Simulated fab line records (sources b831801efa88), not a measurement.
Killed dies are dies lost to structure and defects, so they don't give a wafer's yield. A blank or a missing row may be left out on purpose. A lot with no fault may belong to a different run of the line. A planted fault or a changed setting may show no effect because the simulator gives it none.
Which tool was responsible? ; flow sfq-line ; 21 wafers sampled from 7 lots at 1 step of a route of 325

== WHAT EACH GAUGE READ, for each wafer ==
SFQ_L0V_OVL_MEAS_903.
lot;measured;on;L0V_OVL (nm)
L485;day 5 10:04;overlay-01;-15 -9 -6
L488;day 6 00:28;overlay-02;-11 -9 -15
L491;day 6 18:28;overlay-01;3 -2 4
L493;day 10 05:04;overlay-02;4 -4 5
L499;day 11 21:02;overlay-01;-3 5 2
L503;day 13 04:14;overlay-02;-1 5 4
L506;day 13 19:50;overlay-02;-16 -3 -7

== WHAT TOOL EACH LOT RAN ON (gives the tool, then ch and the chambers of the sampled wafers, and finally the start) ==
Before these readings, the record contains no process step.

== THE ANSWER, worked out from the rows above alone ==
Rule: the lots themselves supply what counts as usual. The widest of any qualifying gaps counts: lots, ordered by their means at a reading, are off when they make up no more than a third of the lots, leave a main group of 4 or more, and stand apart from it by 3 or more times the standard deviation of that group's means. A main group is skipped when, at the precision printed for the reading in the tables above, its means are all equal. A lot without any number at a reading at which 4 lots or more have one is off too. All remaining lots with rows at the step are treated as sound.
Across all readings shown, no lot is off: no conclusion can be drawn from this.

== WHAT HAD BEEN PUT IN BY THE SIMULATOR ==
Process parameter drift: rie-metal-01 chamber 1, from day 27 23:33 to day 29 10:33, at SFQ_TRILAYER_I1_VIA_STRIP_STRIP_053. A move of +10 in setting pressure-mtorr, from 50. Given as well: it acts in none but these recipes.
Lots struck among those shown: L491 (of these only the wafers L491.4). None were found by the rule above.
